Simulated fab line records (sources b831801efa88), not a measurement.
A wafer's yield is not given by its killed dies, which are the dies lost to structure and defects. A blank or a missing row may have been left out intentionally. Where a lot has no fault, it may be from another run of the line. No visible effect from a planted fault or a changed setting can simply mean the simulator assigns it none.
What tool caused it? ; flow sky130 ; 14 lots with 42 wafers sampled at 4 steps, on a route of 708 steps

== WHAT THE GAUGES READ, wafer by wafer ==
SKY_SPACER_THK_MEAS_01. Usual: SPACER_CVD_00_THK 43.0 nm, standard deviation 0.42.
lot;measured;on;SPACER_CVD_00_THK (nm);flag
L714;day 22 23:20;filmMetro-04;43.0 43.1 43.3;
L715;day 23 01:40;filmMetro-04;43.5 43.5 43.1;
L716;day 23 20:59;filmMetro-03;43.5 43.9 44.0;
L719;day 25 03:11;filmMetro-01;43.0 42.2 42.8;
L720;day 25 12:50;filmMetro-03;42.9 42.6 42.5;
L721;day 26 04:07;filmMetro-01;42.5 42.3 42.8;
L722;day 26 04:07;filmMetro-03;42.7 42.7 42.9;
L723;day 26 14:22;filmMetro-01;42.7 42.6 42.5;
L724;day 26 20:53;filmMetro-04;43.0 42.8 42.7;
L727;day 28 00:28;filmMetro-03;42.8 42.4 42.7;
L728;day 28 15:09;filmMetro-03;43.1 43.0 43.5;
L729;day 29 01:05;filmMetro-01;43.0 43.3 43.2;
L732;day 29 14:19;filmMetro-01;42.9 42.4 42.9;
L735;day 30 06:59;filmMetro-03;43.2 43.3 43.2;

SKY_POLY_CUT_CD_MEAS_08: the cd target is 270 nm. Usual: cdNm 269.9 nm, standard deviation 1.6.
lot;measured;on;cdNm (nm);flag
L714;day 24 05:09;cdSem-01;272.4 272.6 272.5;
L715;day 24 07:39;cdSem-01;268.8 269.3 269.4;
L716;day 25 01:59;cdSem-01;270.6 269.9 270.8;
L719;day 26 08:46;cdSem-02;271.2 269.5 271.6;
L720;day 26 17:15;cdSem-01;271.7 272.2 270.8;
L721;day 27 09:20;cdSem-01;270.7 269.8 271.3;
L722;day 27 09:26;cdSem-02;268.5 270.0 269.0;
L723;day 27 19:02;cdSem-02;271.5 272.1 270.7;
L724;day 28 01:41;cdSem-01;269.7 268.3 269.0;
L727;day 29 04:38;cdSem-02;269.6 267.8 268.0;
L728;day 29 19:53;cdSem-02;267.5 269.2 269.0;
L729;day 30 05:32;cdSem-01;271.0 270.5 268.9;
L732;day 30 18:13;cdSem-02;272.3 271.2 270.7;
L735;day 31 11:16;cdSem-02;267.6 267.9 267.2;

SKY_SD_N_OVL_MEAS_08. Usual: SD_N_OVL -0.4 nm, standard deviation 1.5.
lot;measured;on;SD_N_OVL (nm);flag
L714;day 27 20:29;overlay-01;-0.3 -1.8 -0.7;
L715;day 27 23:42;overlay-02;0.8 -0.7 1.2;
L716;day 28 17:27;overlay-01;-2.2 -1.4 -3.4;
L719;day 29 22:51;overlay-02;-0.1 -1.0 1.1;
L720;day 30 06:44;overlay-02;-0.6 -1.2 -1.2;
L721;day 30 23:20;overlay-02;1.3 -0.1 0.8;
L722;day 30 23:34;overlay-02;-1.3 0.9 -1.3;
L723;day 31 06:44;overlay-02;-3.0 -1.4 0.0;
L724;day 31 14:28;overlay-01;-1.0 -1.9 -1.7;
L727;day 32 16:51;overlay-02;3.0 -0.9 3.4;
L728;day 33 08:33;overlay-02;-2.6 -3.8 -3.5;
L729;day 33 14:01;overlay-02;-1.5 -1.5 -2.2;
L732;day 34 03:16;overlay-01;-1.5 0.4 -0.1;
L735;day 34 19:41;overlay-02;1.3 -0.4 1.4;

== WHICH TOOL RAN EACH LOT (tool, then ch and the chambers of the sampled wafers, then the start) ==
lot;SKY_SD_N_SOFTBAKE_03
L714;lithoTrack-04 ch 0, day 27 05:59
L715;lithoTrack-03 ch 0, day 27 09:28
L716;lithoTrack-01 ch 0, day 28 03:00
L719;lithoTrack-03 ch 0, day 29 08:28
L720;lithoTrack-04 ch 0, day 29 16:58
L721;lithoTrack-04 ch 0, day 30 08:41
L722;lithoTrack-01 ch 0, day 30 08:42
L723;lithoTrack-04 ch 0, day 30 16:53
L724;lithoTrack-04 ch 0, day 31 00:34
L727;lithoTrack-01 ch 0, day 32 03:39
L728;lithoTrack-03 ch 0, day 32 18:28
L729;lithoTrack-01 ch 0, day 33 00:54
L732;lithoTrack-01 ch 0, day 33 14:34
L735;lithoTrack-03 ch 0, day 34 06:17
- SKY_SD_N_SOFTBAKE_03: time 60 s.

== AS READ BY THE TOOLS THEMSELVES (means over the sampled wafers that have a number; for cases with no such wafer, the mark the record gives instead) ==
SKY_SD_N_SOFTBAKE_03. Usual: heaterPowerTotalW 56.59 W, standard deviation 0.041; plateTempC 89.98 C, standard deviation 0.11.
lot;tool;heaterPowerTotalW (W);plateTempC (C);flag
L714;lithoTrack-04;56.63;89.89;
L715;lithoTrack-03;56.58;89.88;
L716;lithoTrack-01;56.64;90.04;
L719;lithoTrack-03;56.59;90.19;
L720;lithoTrack-04;56.62;89.98;
L721;lithoTrack-04;56.60;89.83;
L722;lithoTrack-01;56.60;90.02;
L723;lithoTrack-04;56.61;89.99;
L724;lithoTrack-04;56.58;90.09;
L727;lithoTrack-01;56.59;89.96;
L728;lithoTrack-03;56.59;89.95;
L729;lithoTrack-01;57.69;91.23;OFF
L732;lithoTrack-01;57.65;91.19;OFF
L735;lithoTrack-03;56.54;90.10;

== THE ANSWER, worked out from the rows above alone ==
Rule: take the mean of a lot's wafers that have a number; if it is more than 3 standard deviations from the usual mean, the lot is off. A lot without any number at a reading at which 4 lots or more have one is off too. All remaining lots with rows at the step are treated as sound. After the gauges, taken in route order, come the tools' own readings; for these a lot's mean is taken, as printed above. At the first step where some lot is off, the reading lying furthest off is the one used; lots without a number count as furthest.
Off: L729, L732, at SKY_SD_N_SOFTBAKE_03 (heaterPowerTotalW).
A tool fits if, at that step or a process step before it, it ran every lot that is off, and no sound lot after the first of them. One candidate fits, namely lithoTrack-01 at SKY_SD_N_SOFTBAKE_03. Its last sound lot is L727 (day 32 03:39), its first lot that is off L729 (day 33 00:54): a fault that began between those two fits.
The tool's own readings at SKY_SD_N_SOFTBAKE_03 bear it out: on the lots that are off they differ by more than 5 times the standard deviation of the sound lots' means. heaterPowerTotalW reads 57.67 W there against 56.60 W on the sound lots; plateTempC reads 91.21 C there against 89.99 C on the sound lots.

== WHAT THE SIMULATOR HAD INSERTED ==
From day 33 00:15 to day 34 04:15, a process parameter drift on lithoTrack-01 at SKY_SD_N_SOFTBAKE_03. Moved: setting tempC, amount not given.
Struck lots among those shown: L729, L732. This agrees with what the rule above found.
